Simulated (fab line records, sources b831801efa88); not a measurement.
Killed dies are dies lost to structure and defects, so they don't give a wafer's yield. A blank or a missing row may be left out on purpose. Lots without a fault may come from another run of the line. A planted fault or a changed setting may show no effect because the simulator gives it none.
A struck lot beside a sound one | flow sky130 | 43 steps out of a route of 708
Sound: wafers L576.4, L576.5, L576.6. Struck: wafers L589.1, L589.2, L589.6. The cause comes at the end.
At each step with rows: each side's tool, then ch and its chambers, then its first start. Under that, the readings that differ: sound wafers | struck wafers | difference of the means | sigmas: that difference in standard deviations of wafers without a fault.
alike: readings whose means differ by less than 2 such deviations, and words and numbers that are the same on both sides. not compared: withheld readings, readings that some wafer has no value for, bounds like >300 that may hide the same value, and numbers for which the record gives no deviation and whose values overlap.
The two part at a step that has a row with sigmas, a row that says differs or no value, or rows on one side only. Numbers that don't overlap but have no deviation are shown without sigmas and don't part them. A reading that every wafer of one side lacks parts them only if that side has two wafers or more.

first, 1 step without rows for these wafers: SKY_FIELD_ISO_ANNEAL_26 (time 1800 s).
SKY_FIELD_ISO_CMP_27: polishes, stops on Si3N4, t overpolish 16 s, target thk 457.8 nm.
  sound on cmp-02 ch 0,1,2, day 3 02:14; struck on cmp-01 ch 0,3, day 5 20:55
  alike: head_pressure_psi, motor_current_A, overpolish_run_s, platen_rpm, time_to_endpoint_s
then, 5 steps without rows for these wafers: SKY_FIELD_ISO_WET_ETCH_28 (etches SiO2 in dHF, target depth 23.7 nm, time 48.49 s); SKY_FIELD_ISO_WET_ETCH_29 (etches Si3N4 in H3PO4, target depth 160 nm, time 1825 s); SKY_FIELD_ISO_WET_ETCH_30 (etches SiO2 in dHF, target depth 25 nm, time 50 s); SKY_NWELL_CLEAN_00 (cleans in SC1/SC2, time 150 s); SKY_NWELL_OXIDATION_01 (stabilise 600 s, purge 300 s, target thk 10 nm).
SKY_NWELL_THK_MEAS_02:
  sound on film_metro-01, day 3 06:14; struck on film_metro-03, day 6 00:16
  alike: NWELL_OXIDATION_THK
then, 4 steps without rows for these wafers: SKY_DNWELL_DEHYDRATE_00 (time 60 s); SKY_DNWELL_HMDS_01 (prime time 60 s); SKY_DNWELL_COAT_02 (resist thk 3000 nm); SKY_DNWELL_SOFTBAKE_03.
SKY_DNWELL_EXPOSE_04: exposes mask DNM, target cd 3000 nm.
  sound on iline_stepper-01 ch 0, day 3 13:28; struck on iline_stepper-02 ch 0, day 6 09:59
  alike: mask, focus_offset_nm
then, 3 steps without rows for these wafers: SKY_DNWELL_PEB_05; SKY_DNWELL_DEVELOP_06 (develop time 60 s); SKY_DNWELL_IMPLANT_07.
SKY_DNWELL_STRIP_08: strips in O2/N2.
  sound on plasma_asher-02 ch 0,1, day 3 21:58; struck on plasma_asher-02 ch 0,1, day 6 19:28
  alike: drypump_motor_current_A, oes_product_au, strip_time_to_endpoint_s
  not compared: rf_hours_counter_h
SKY_DNWELL_TW_MEAS_09:
  sound on film_metro-02, day 3 22:04; struck on film_metro-03, day 6 19:34
  alike: DNWELL_TW
then, 7 steps without rows for these wafers: SKY_PWDE_DEHYDRATE_00 (time 60 s); SKY_PWDE_HMDS_01 (prime time 60 s); SKY_PWDE_COAT_02 (resist thk 3000 nm); SKY_PWDE_SOFTBAKE_03; SKY_PWDE_EXPOSE_04 (exposes mask PWDEM, target cd 840 nm); SKY_PWDE_PEB_05; SKY_PWDE_DEVELOP_06 (develop time 60 s).
SKY_PWDE_OVL_MEAS_07:
  sound on overlay-02, day 4 13:53; struck on overlay-01, day 7 14:07
  alike: PWDE_OVL
then, 1 step without rows for these wafers: SKY_PWDE_IMPLANT_08.
SKY_PWDE_STRIP_09: strips in O2/N2.
  sound on plasma_asher-03 ch 0,1, day 4 14:05; struck on plasma_asher-01 ch 0,1, day 7 14:18
  reading               | sound             | struck            | difference | sigmas
  oes_product_au (a.u.) | 0.730 0.731 0.727 | 0.724 0.717 0.719 | -0.009     | -2
  alike: drypump_motor_current_A, strip_time_to_endpoint_s
  not compared: rf_hours_counter_h
SKY_PWDE_TW_MEAS_10:
  sound on film_metro-01, day 4 14:11; struck on film_metro-01, day 7 14:24
  alike: PWDE_TW
then, 7 steps without rows for these wafers: SKY_NWELL_DEHYDRATE_03 (time 60 s); SKY_NWELL_HMDS_04 (prime time 60 s); SKY_NWELL_COAT_05 (resist thk 3000 nm); SKY_NWELL_SOFTBAKE_06; SKY_NWELL_EXPOSE_07 (exposes mask NWM, target cd 840 nm); SKY_NWELL_PEB_08; SKY_NWELL_DEVELOP_09 (develop time 60 s).
SKY_NWELL_OVL_MEAS_10:
  sound on overlay-02, day 5 07:32; struck on overlay-01, day 8 11:07
  alike: NWELL_00_OVL
then, 3 steps without rows for these wafers: SKY_NWELL_IMPLANT_11; SKY_NWELL_IMPLANT_12; SKY_NWELL_IMPLANT_13.
SKY_NWELL_STRIP_14: strips in O2/N2.
  sound on plasma_asher-03 ch 0,1, day 5 08:02; struck on plasma_asher-01 ch 0,1, day 8 11:36
  alike: drypump_motor_current_A, oes_product_au, strip_time_to_endpoint_s
  not compared: rf_hours_counter_h
SKY_NWELL_TW_MEAS_15:
  sound on film_metro-02, day 5 08:08; struck on film_metro-03, day 8 11:42
  alike: NWELL_TW
-- the record jumps here: 41 days lie between the struck wafers' starts before and after (it left off in module NWELL and takes up again in module PAD_OPEN, whose first step shown is number 708 of the route) --
SKY_PAD_OPEN_PROBE_99:
  sound on prober-01, day 46 15:17; struck on prober-01, day 49 18:34
  reading                                  | sound             | struck            | difference | sigmas
  model.etest.res_deep_nwell.width_nm (nm) | 3010 3000 2983    | 3042 3034 3089    | +57        |
  model.etest.res_deep_nwell.line_ohm_um   | 723.5 729.7 735.2 | 722.1 722.9 722.2 | -7.1       |
  alike: killed_at_M0_to_M3, killed_at_M4_up, killed_at_contacts, killed_at_front_end, killed_at_other, killed_dies, killed_open, killed_short

WHERE THEY PART
Only at SKY_PWDE_STRIP_09, within this record. Later steps at which nothing parts them and some readings are alike: SKY_PWDE_TW_MEAS_10, SKY_NWELL_OVL_MEAS_10, SKY_NWELL_STRIP_14, SKY_NWELL_TW_MEAS_15, SKY_PAD_OPEN_PROBE_99.

WHY: what the simulator had put in
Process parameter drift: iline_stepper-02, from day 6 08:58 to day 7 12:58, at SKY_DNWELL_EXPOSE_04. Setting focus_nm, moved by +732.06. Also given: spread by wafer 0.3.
